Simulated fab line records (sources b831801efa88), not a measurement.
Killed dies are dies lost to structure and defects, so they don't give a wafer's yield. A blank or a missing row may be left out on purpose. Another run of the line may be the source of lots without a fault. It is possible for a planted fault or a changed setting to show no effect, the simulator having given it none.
fab line records -- flow sky130
[record] lots = 11, wafers = 33, last-day = 50
route steps=708 shown LDD_P@266 LDD_LDN@296 SPACER@304 PAD_OPEN@708
lots with no fault: from the same line, run without faults
start-h: hours from the record's opening day to when the first of the lot's shown wafers began -- wait-h: hours elapsed since this lot's preceding step -- " identical to the entry in the row above -- L1.1+2: a single row standing in for several wafers -- - either no value or no given start -- * or withheld: withheld -- < > ~ a bound
route shown NAME@n: names a module that has steps shown in the file, with the first one's number in the route -- usual: average and standard deviation across the fault-free wafers -- same: alike in all rows -- chamber/n: place in a boat -- sites: the reading at each site -- _std_site: standard deviation across them -- _edge_site: outer sites' mean less inner sites' -- radius-mm: how far each site lies from the wafer's centre -- mask NAME#n: copy n -- behind: the most recent tool/chamber to have shaped the wafer -- hold: the reason the lot was held/the length of the hold in hours/how it ended -- device: transistor that didn't switch, given as n, p or np -- end of line: tests of these same wafers at the route's end -- a step given without rows: its recipe and nothing more -- killed: at the first sort, the dies lost to defects and structure; wafer yield is something else -- map: a wafer's dies, marking killed ones x, the rest . and places with no die _
set.NAME: the setting as run; set.NAME@STEP: as run at that earlier step -- model.NAME: the simulator's own value behind a step, which no gauge read
route steps across a sampled set of lots; one table per step, one row per wafer
services: a tool's chamber out of use, with start hour (start-h, from the record's first day; less than 0 if before it), hours out, and reason
[[steps]]
[step SKY_LDD_P_TW_MEAS_11]
[usual] LDD_P_TW = 634/4.5
lot.wafer,tool,chamber,start-h,wait-h,LDD_P_TW
L182.1,film-metro-01,-,434.59,0.1,635
L182.3,film-metro-01,-,434.59,0.1,634
L182.6,film-metro-01,-,434.59,0.1,633
L184.1,film-metro-04,-,452.91,0.1,629
L184.2,film-metro-04,-,452.91,0.1,629
L184.4,film-metro-04,-,452.91,0.1,626
L186.1,film-metro-01,-,467.84,0.1,632
L186.3,film-metro-01,-,467.84,0.1,633
L186.6,film-metro-01,-,467.84,0.1,633
L185.1,film-metro-01,-,468.66,0.1,633
L185.4,film-metro-01,-,468.66,0.1,630
L185.6,film-metro-01,-,468.66,0.1,632
L188.1,film-metro-01,-,493.99,0.1,631
L188.2,film-metro-01,-,493.99,0.1,633
L188.6,film-metro-01,-,493.99,0.1,632
L192.2,film-metro-01,-,531.62,0.1,636
L192.4,film-metro-01,-,531.62,0.1,632
L192.6,film-metro-01,-,531.62,0.1,636
L193.2,film-metro-01,-,532.40,0.1,635
L193.3,film-metro-01,-,532.40,0.1,634
L193.5,film-metro-01,-,532.40,0.1,634
L195.1,film-metro-04,-,550.14,0.1,633
L195.2,film-metro-04,-,550.14,0.1,628
L195.3,film-metro-04,-,550.14,0.1,632
L196.1,film-metro-03,-,562.25,0.1,636
L196.3,film-metro-03,-,562.25,0.1,639
L196.6,film-metro-03,-,562.25,0.1,636
L205.1,film-metro-03,-,633.90,0.1,639
L205.4,film-metro-03,-,633.90,0.1,642
L205.5,film-metro-03,-,633.90,0.1,643
L204.1,film-metro-01,-,636.95,0.1,635
L204.2,film-metro-01,-,636.95,0.1,632
L204.3,film-metro-01,-,636.95,0.1,632
[step SKY_LDD_LDN_OVL_MEAS_07]
[usual] LDD_LDN_OVL = -0.8/1.5
lot.wafer,tool,chamber,start-h,wait-h,LDD_LDN_OVL[nm]
L182.1,overlay-01,-,525.64,0.1,1.0
L182.3,overlay-01,-,525.64,0.1,0.8
L182.6,overlay-01,-,525.64,0.1,2.0
L184.1,overlay-02,-,543.80,0.1,-0.4
L184.2,overlay-02,-,543.80,0.1,-1.8
L184.4,overlay-02,-,543.80,0.1,0.0
L186.1,overlay-01,-,558.49,0.1,-1.2
L186.3,overlay-01,-,558.49,0.1,-0.7
L186.6,overlay-01,-,558.49,0.1,-0.5
L185.1,overlay-01,-,559.39,0.1,-2.0
L185.4,overlay-01,-,559.39,0.1,-3.5
L185.6,overlay-01,-,559.39,0.1,-2.3
L188.1,overlay-01,-,583.08,0.1,-0.4
L188.2,overlay-01,-,583.08,0.1,-0.4
L188.6,overlay-01,-,583.08,0.1,-0.8
L192.2,overlay-02,-,619.54,0.1,0.9
L192.4,overlay-02,-,619.54,0.1,1.1
L192.6,overlay-02,-,619.54,0.1,2.3
L193.2,overlay-01,-,622.04,0.1,2.1
L193.3,overlay-01,-,622.04,0.1,1.7
L193.5,overlay-01,-,622.04,0.1,-0.5
L195.1,overlay-02,-,637.79,0.1,-0.4
L195.2,overlay-02,-,637.79,0.1,-1.3
L195.3,overlay-02,-,637.79,0.1,-0.9
L196.1,overlay-01,-,650.30,0.1,1.5
L196.3,overlay-01,-,650.30,0.1,1.0
L196.6,overlay-01,-,650.30,0.1,1.0
L205.1,overlay-02,-,718.90,0.1,-3.4
L205.4,overlay-02,-,718.90,0.1,-3.4
L205.5,overlay-02,-,718.90,0.1,-2.9
L204.1,overlay-01,-,722.28,0.1,0.3
L204.2,overlay-01,-,722.28,0.1,-0.2
L204.3,overlay-01,-,722.28,0.1,-2.2
[step SKY_LDD_LDN_STRIP_12]
[recipe] chemistry = O2/N2, power-w = 1400, pressure-mtorr = 1500, platen-temp-c = withheld, o2-flow-sccm = 3000, n2-flow-sccm = 300, overash-fraction = 0.5
[usual] drypump-motor-current-A = 5.8/0.51, oes-product-au = 0.716/0.0051, strip-time-to-endpoint-s = 14.16/0.043
lot.wafer,tool,chamber,start-h,wait-h,drypump-motor-current-A,oes-product-au,rf-hours-counter-h,strip-time-to-endpoint-s
L182.1,plasma-asher-01,1,526.27,0.1,5.7,0.718,10,14.17
L182.3,plasma-asher-01,0,526.27,0.1,6.1,0.714,-,14.18
L182.6,plasma-asher-01,1,526.27,0.1,5.7,0.725,-,14.17
L184.1,plasma-asher-01,1,544.43,0.1,5.7,0.713,11,14.05
L184.2,plasma-asher-01,0,544.43,0.1,6.1,0.719,11,14.09
L184.4,plasma-asher-01,0,544.43,0.1,6.1,0.713,-,14.08
L186.1,plasma-asher-01,0,559.12,0.1,6.1,0.726,13,14.20
L186.3,plasma-asher-01,1,559.12,0.1,5.7,0.725,-,14.18
L186.6,plasma-asher-01,1,559.12,0.1,5.7,0.713,-,14.22
L185.1,plasma-asher-01,0,560.02,0.1,6.1,0.714,13,14.17
L185.4,plasma-asher-01,1,560.02,0.1,5.7,0.719,-,14.17
L185.6,plasma-asher-01,0,560.02,0.1,6.1,0.717,-,14.08
L188.1,plasma-asher-02,1,583.71,0.1,6.1,0.721,76,14.13
L188.2,plasma-asher-02,0,583.71,0.1,4.9,0.704,76,14.05
L188.6,plasma-asher-02,1,583.71,0.1,6.2,0.714,-,14.12
L192.2,plasma-asher-01,0,620.17,0.1,6.1,0.721,19,14.12
L192.4,plasma-asher-01,0,620.17,0.1,6.1,0.718,-,14.13
L192.6,plasma-asher-01,0,620.17,0.1,6.1,0.705,-,14.09
L193.2,plasma-asher-04,1,622.67,0.1,5.5,0.716,51,14.14
L193.3,plasma-asher-04,0,622.67,0.1,6.6,0.715,-,14.12
L193.5,plasma-asher-04,1,622.67,0.1,5.5,0.719,-,14.14
L195.1,plasma-asher-01,0,638.42,0.1,6.1,0.715,21,14.20
L195.2,plasma-asher-01,1,638.42,0.1,5.7,0.725,21,14.21
L195.3,plasma-asher-01,1,638.42,0.1,5.7,0.721,-,14.20
L196.1,plasma-asher-04,0,650.93,0.1,6.6,0.712,54,14.19
L196.3,plasma-asher-04,0,650.93,0.1,6.6,0.716,-,14.25
L196.6,plasma-asher-04,1,650.93,0.1,5.5,0.711,-,14.25
L205.1,plasma-asher-04,0,719.54,0.1,6.6,0.711,60,14.16
L205.4,plasma-asher-04,0,719.54,0.1,6.6,0.708,-,14.15
L205.5,plasma-asher-04,0,719.54,0.1,6.6,0.714,-,14.16
L204.1,plasma-asher-02,0,722.91,0.1,5.0,0.723,91,14.19
L204.2,plasma-asher-02,1,722.91,0.1,6.2,0.718,91,14.12
L204.3,plasma-asher-02,1,722.91,0.1,6.2,0.723,-,14.18
[step SKY_SPACER_CVD_00]
[recipe] material = Si3N4, precursor = DCS/NH3, target-thk-nm = 43.1, temp-c = 770, time-s = 740, pressure-mtorr = 250
[usual] spike-tc-centre-C = 771.1/1.4, zone-power-centre-pct = 13.9/0.63, zone-power-lower-pct = 12.2/0.41
[same] time-s = 740
lot.wafer,tool,chamber,start-h,wait-h,spike-tc-centre-C,zone-power-centre-pct,zone-power-lower-pct
L182.1,lpcvd-02,0,529.52,3.0,769.0,13.1,11.9
L182.3,lpcvd-02,0,529.52,3.0,770.9,13.0,11.8
L182.6,lpcvd-02,0,529.52,3.0,770.0,13.4,11.6
L184.1,lpcvd-02,1,545.18,0.5,771.4,14.1,12.7
L184.2,lpcvd-02,1,545.18,0.5,770.2,14.4,12.5
L184.4,lpcvd-02,1,545.18,0.5,770.8,14.6,12.7
L186.1,lpcvd-02,1,559.33,0.0,771.8,14.4,12.5
L186.3,lpcvd-02,1,559.33,0.0,770.9,14.1,12.3
L186.6,lpcvd-02,1,559.33,0.0,771.5,14.4,12.5
L185.1,lpcvd-02,0,560.54,0.3,770.3,13.2,11.7
L185.4,lpcvd-02,0,560.54,0.3,771.1,13.3,11.8
L185.6,lpcvd-02,0,560.54,0.3,770.7,13.3,11.9
L188.1,lpcvd-02,0,583.93,0.0,771.7,13.2,11.6
L188.2,lpcvd-02,0,583.93,0.0,770.5,13.0,11.8
L188.6,lpcvd-02,0,583.93,0.0,771.6,13.2,11.7
L192.2,lpcvd-02,1,620.43,0.0,772.3,14.4,12.6
L192.4,lpcvd-02,1,620.43,0.0,771.4,14.5,12.4
L192.6,lpcvd-02,1,620.43,0.0,771.6,14.5,12.5
L193.2,lpcvd-02,1,622.89,0.0,772.5,14.4,12.6
L193.3,lpcvd-02,1,622.89,0.0,772.3,14.3,12.3
L193.5,lpcvd-02,1,622.89,0.0,772.9,14.5,12.2
L195.1,lpcvd-02,0,641.08,2.4,770.4,13.2,11.8
L195.2,lpcvd-02,0,641.08,2.4,770.6,13.3,11.9
L195.3,lpcvd-02,0,641.08,2.4,770.6,13.2,11.6
L196.1,lpcvd-02,0,651.14,0.0,783.4,16.5,10.2
L196.3,lpcvd-02,0,651.14,0.0,783.4,16.6,10.1
L196.6,lpcvd-02,0,651.14,0.0,783.8,16.5,10.3
L205.1,lpcvd-02,1,720.45,0.7,772.1,14.4,12.6
L205.4,lpcvd-02,1,720.45,0.7,771.9,14.4,12.6
L205.5,lpcvd-02,1,720.45,0.7,771.8,14.6,12.5
L204.1,lpcvd-02,1,723.12,0.0,772.9,14.5,12.4
L204.2,lpcvd-02,1,723.12,0.0,773.3,14.2,12.4
L204.3,lpcvd-02,1,723.12,0.0,769.4,14.3,12.5
[step SKY_SPACER_THK_MEAS_01]
[recipe] reads = Si3N4_of_SPACER_CVD_00
[usual] SPACER_CVD_00_THK = 43.0/0.36
lot.wafer,tool,chamber,start-h,wait-h,hold,SPACER_CVD_00_THK[nm]
L182.1,film-metro-03,-,531.33,0.0,-,42.8
L182.3,film-metro-03,-,531.33,0.0,-,43.1
L182.6,film-metro-03,-,531.33,0.0,-,43.2
L184.1,film-metro-04,-,546.38,0.0,-,43.7
L184.2,film-metro-04,-,546.38,0.0,-,43.3
L184.4,film-metro-04,-,546.38,0.0,-,43.3
L186.1,film-metro-01,-,560.54,0.0,-,42.7
L186.3,film-metro-01,-,560.54,0.0,-,42.7
L186.6,film-metro-01,-,560.54,0.0,-,43.0
L185.1,film-metro-01,-,561.74,0.0,-,43.1
L185.4,film-metro-01,-,561.74,0.0,-,42.6
L185.6,film-metro-01,-,561.74,0.0,-,42.9
L188.1,film-metro-04,-,585.13,0.0,-,42.7
L188.2,film-metro-04,-,585.13,0.0,-,42.7
L188.6,film-metro-04,-,585.13,0.0,-,42.6
L192.2,film-metro-04,-,621.65,0.0,-,42.7
L192.4,film-metro-04,-,621.65,0.0,-,43.1
L192.6,film-metro-04,-,621.65,0.0,-,42.9
L193.2,film-metro-04,-,624.10,0.0,-,43.9
L193.3,film-metro-04,-,624.10,0.0,-,43.8
L193.5,film-metro-04,-,624.10,0.0,-,43.7
L195.1,film-metro-03,-,642.28,0.0,-,43.5
L195.2,film-metro-03,-,642.28,0.0,-,43.3
L195.3,film-metro-03,-,642.28,0.0,-,43.0
L196.1,film-metro-01,-,652.35,0.0,await-dispo/0.2h/release,45.8
L196.3,film-metro-01,-,652.35,0.0,await-dispo/0.2h/release,44.5
L196.6,film-metro-01,-,652.35,0.0,await-dispo/0.2h/release,42.9
L196.1,film-metro-01,-,652.58,0.2,-,45.8
L196.3,film-metro-01,-,652.58,0.2,-,44.5
L196.6,film-metro-01,-,652.58,0.2,-,42.9
L205.1,film-metro-01,-,721.66,0.0,-,42.9
L205.4,film-metro-01,-,721.66,0.0,-,43.0
L205.5,film-metro-01,-,721.66,0.0,-,42.8
L204.1,film-metro-03,-,724.33,0.0,-,43.2
L204.2,film-metro-03,-,724.33,0.0,-,42.9
L204.3,film-metro-03,-,724.33,0.0,-,43.0
[step SKY_SPACER_ETCHBACK_02]
[recipe] chemistry = CH3F/O2, target = Si3N4, stop-on = SiO2, source-w = 400, bias-w = 80, pressure-mtorr = 25, ch3f-flow-sccm = 40, O2_flow_sccm = 30, time-s = 46.7, target-depth-a = 450
[usual] drypump-motor-current-A = 5.6/0.45, oes-product-au = 0.853/0.0059, throttle-valve-pct = 10.561/0.0086
[same] time-s = 46.7
lot.wafer,tool,chamber,start-h,wait-h,hold,drypump-motor-current-A,oes-product-au,rf-hours-counter-h,throttle-valve-pct
L182.1,rie-diel-02,3,531.39,0.1,-,6.3,0.850,46,10.571
L182.3,rie-diel-02,1,531.39,0.1,-,5.9,0.850,36,10.553
L182.6,rie-diel-02,3,531.39,0.1,-,6.3,0.846,-,10.565
L184.1,rie-diel-02,0,546.44,0.1,-,4.9,0.855,6,10.545
L184.2,rie-diel-02,2,546.44,0.1,-,6.0,0.865,66,10.578
L184.4,rie-diel-02,1,546.44,0.1,-,5.8,0.853,36,10.557
L186.1,rie-diel-03,3,560.60,0.1,-,5.1,0.855,2,10.553
L186.3,rie-diel-03,1,560.60,0.1,-,5.2,0.854,4,10.555
L186.6,rie-diel-03,0,560.60,0.1,-,5.6,0.850,-,10.548
L185.1,rie-diel-02,2,561.80,0.1,-,6.0,0.853,66,10.554
L185.4,rie-diel-02,0,561.80,0.1,-,4.8,0.844,6,10.558
L185.6,rie-diel-02,3,561.80,0.1,-,6.3,0.855,-,10.569
L188.1,rie-diel-03,1,585.19,0.1,-,5.2,0.855,5,10.564
L188.2,rie-diel-03,2,585.19,0.1,-,6.3,0.851,6,10.562
L188.6,rie-diel-03,3,585.19,0.1,-,5.1,0.849,-,10.555
L192.2,rie-diel-01,3,621.70,0.0,-,5.9,0.842,15,10.549
L192.4,rie-diel-01,1,621.70,0.0,-,5.4,0.854,42,10.563
L192.6,rie-diel-01,0,621.70,0.0,-,5.6,0.854,-,10.563
L193.2,rie-diel-01,2,624.15,0.0,-,5.9,0.860,4,10.551
L193.3,rie-diel-01,3,624.15,0.0,-,5.9,0.861,15,10.562
L193.5,rie-diel-01,3,624.15,0.0,-,6.0,0.856,-,10.561
L195.1,rie-diel-01,1,642.34,0.1,-,5.4,0.863,42,10.572
L195.2,rie-diel-01,3,642.34,0.1,-,5.9,0.846,15,10.559
L195.3,rie-diel-01,0,642.34,0.1,-,5.6,0.854,32,10.552
L196.1,rie-diel-03,1,654.86,2.3,await-dispo/2.2h/release,5.2,0.883,6,10.560
L196.3,rie-diel-03,0,654.86,2.3,await-dispo/2.2h/release,5.6,0.870,12,10.571
L196.6,rie-diel-03,1,654.86,2.3,await-dispo/2.2h/release,5.2,0.850,-,10.567
L205.1,rie-diel-01,2,721.72,0.1,-,5.9,0.844,5,10.550
L205.4,rie-diel-01,3,721.72,0.1,-,5.9,0.854,16,10.550
L205.5,rie-diel-01,0,721.72,0.1,-,5.6,0.852,-,10.571
L204.1,rie-diel-01,0,724.39,0.1,-,5.6,0.854,33,10.558
L204.2,rie-diel-01,1,724.39,0.1,-,5.4,0.847,44,10.555
L204.3,rie-diel-01,3,724.39,0.1,-,6.0,0.865,16,10.570
[step SKY_PAD_OPEN_PROBE_99]
[usual] killed_at_M0_to_M3 = 43/6.7, killed_at_M4_up = 3.1/1.9, killed-at-contacts = 25/5, killed-at-front-end = 15/4, killed-at-other = 0.4/0.69, killed-dies = 87/9.2, killed-open = 46/7.1, killed-short = 40/6.8
[same] gross-dies = 492, killed-at-back-side = 0
lot.wafer,tool,chamber,start-h,wait-h,killed_at_M0_to_M3,killed_at_M4_up,killed-at-contacts,killed-at-front-end,killed-at-other,killed-dies,killed-open,killed-short
L192.2,prober-01,-,1141.37,0.1,38,9,20,19,0,86,47,37
L192.4,prober-01,-,1141.47,0.2,59,4,22,14,0,99,54,44
L192.6,prober-01,-,1141.57,0.2,43,0,29,15,0,87,52,34
L193.2,prober-02,-,1142.97,0.1,36,4,26,20,0,86,37,48
L193.3,prober-02,-,1143.02,0.2,36,3,12,11,1,63,29,34
L193.5,prober-02,-,1143.12,0.2,44,2,27,19,0,92,48,44
L196.3,prober-02,-,1161.58,0.2,36,1,27,13,2,79,38,40
// killed by level:class
L192.2 VIA1:geometric-particle:open=10 VIA3:geometric-particle:open=8 CONTACT:geometric-particle:open=6 POLY_GATE:geometric-particle:short=5 VIA1:geometric-particle:short=5 METAL2:geometric-particle:short=5 FIELD_ISO:geometric-particle:short=4 POLY_GATE:geometric-particle:open=4
L192.4 VIA1:geometric-particle:open=14 VIA3:geometric-particle:open=10 METAL1:geometric-particle:short=8 LI_CONTACT:geometric-particle:open=7 CONTACT:geometric-particle:open=7 METAL2:geometric-particle:short=7 VIA3:geometric-particle:short=6 FIELD_ISO:geometric-particle:open=4
L192.6 CONTACT:geometric-particle:open=12 VIA1:geometric-particle:open=8 VIA3:geometric-particle:open=8 METAL2:geometric-particle:short=7 LI_CONTACT:geometric-particle:open=6 VIA2:geometric-particle:open=6 POLY_GATE:geometric-particle:open=5 CONTACT:geometric-particle:short=5
L193.2 CONTACT:geometric-particle:open=9 FIELD_ISO:geometric-particle:short=8 VIA1:geometric-particle:open=6 METAL1:geometric-particle:short=6 LI_CONTACT:geometric-particle:short=5 METAL2:geometric-particle:short=5 CONTACT:geometric-particle:short=5 VIA3:geometric-particle:open=5
L193.3 VIA2:geometric-particle:open=8 METAL1:geometric-particle:short=7 VIA1:geometric-particle:short=5 LI_CONTACT:geometric-particle:short=5 FIELD_ISO:geometric-particle:short=4 CONTACT:geometric-particle:open=4 VIA1:geometric-particle:open=4 METAL3:geometric-particle:short=3
L193.5 CONTACT:geometric-particle:open=12 VIA1:geometric-particle:open=9 FIELD_ISO:geometric-particle:short=7 FIELD_ISO:geometric-particle:open=7 VIA2:geometric-particle:open=6 METAL2:geometric-particle:short=5 LOCAL_INTERCONNECT:geometric-particle:short=5 LI_CONTACT:geometric-particle:open=5
L196.3 LOCAL_INTERCONNECT:geometric-particle:short=9 VIA1:geometric-particle:open=9 LI_CONTACT:geometric-particle:open=6 CONTACT:geometric-particle:open=5 VIA1:geometric-particle:short=5 VIA2:geometric-particle:short=5 FIELD_ISO:geometric-particle:open=4 POLY_GATE:geometric-particle:short=4
[[services]]
tool,chamber,start-h,hours,kind
rie-diel-03,0,513.60,2.6,repair
plasma-asher-04,-,530.70,0.7,repair
rie-diel-01,1,539.25,8.4,repair
rie-diel-01,3,550.13,6.4,repair
rie-diel-02,2,586.27,39.3,repair
plasma-asher-02,-,587.27,1.8,repair
rie-diel-03,1,609.17,4.8,repair
rie-diel-02,2,627.58,-,clean
rie-diel-02,2,627.58,18.3,scheduled-down
rie-diel-02,2,627.58,18.3,vent-cycle
rie-diel-02,3,646.84,5.1,repair
rie-diel-03,2,647.82,7.7,repair
plasma-asher-01,-,653.95,1.4,repair
plasma-asher-04,-,654.22,2.8,pm
rie-diel-01,3,674.53,6.9,repair
rie-diel-01,0,680.12,9.9,repair
rie-diel-02,0,697.32,6.4,repair
rie-diel-01,-,714.24,5.7,repair
rie-diel-02,3,716.65,-,clean
rie-diel-02,3,716.65,19.1,scheduled-down
rie-diel-02,3,716.65,19.1,vent-cycle
[[key]]
[first-sign] step = SKY_SPACER_CVD_00, reading = spike-tc-centre-C, direction = up, sigmas = 9.2, usual = 771.1, struck = 783.5
[effect] step = SKY_SPACER_CVD_00, reading = zone-power-lower-pct, direction = down, sigmas = 4.7, usual = 12.2, struck = 10.2
[effect] step = SKY_SPACER_THK_MEAS_01, reading = visit, direction = added
met-at SKY_SPACER_CVD_00
struck-lots L196
struck-wafers L196.1,L196.3,L196.6
tester-left-out L196
not-acting-at SKY_LDD_P_TW_MEAS_11,SKY_LDD_LDN_OVL_MEAS_07,SKY_LDD_LDN_STRIP_12
onset-between 641.08 651.14
[fault] kind = process-parameter-drift, tool = lpcvd-02, chamber = 0, onset-h = 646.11, steps = SKY_SPACER_CVD_00, channel = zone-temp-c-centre, offset = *, shape = step, end-h = 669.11
// tester-left-out: of these lots the tester's yield and bins aren't shown, on N5 and GAA mostly nor the transistor test; their killed dies are dies lost to structure and defects alone, not to doping, threshold or leakage, so they don't give the yield
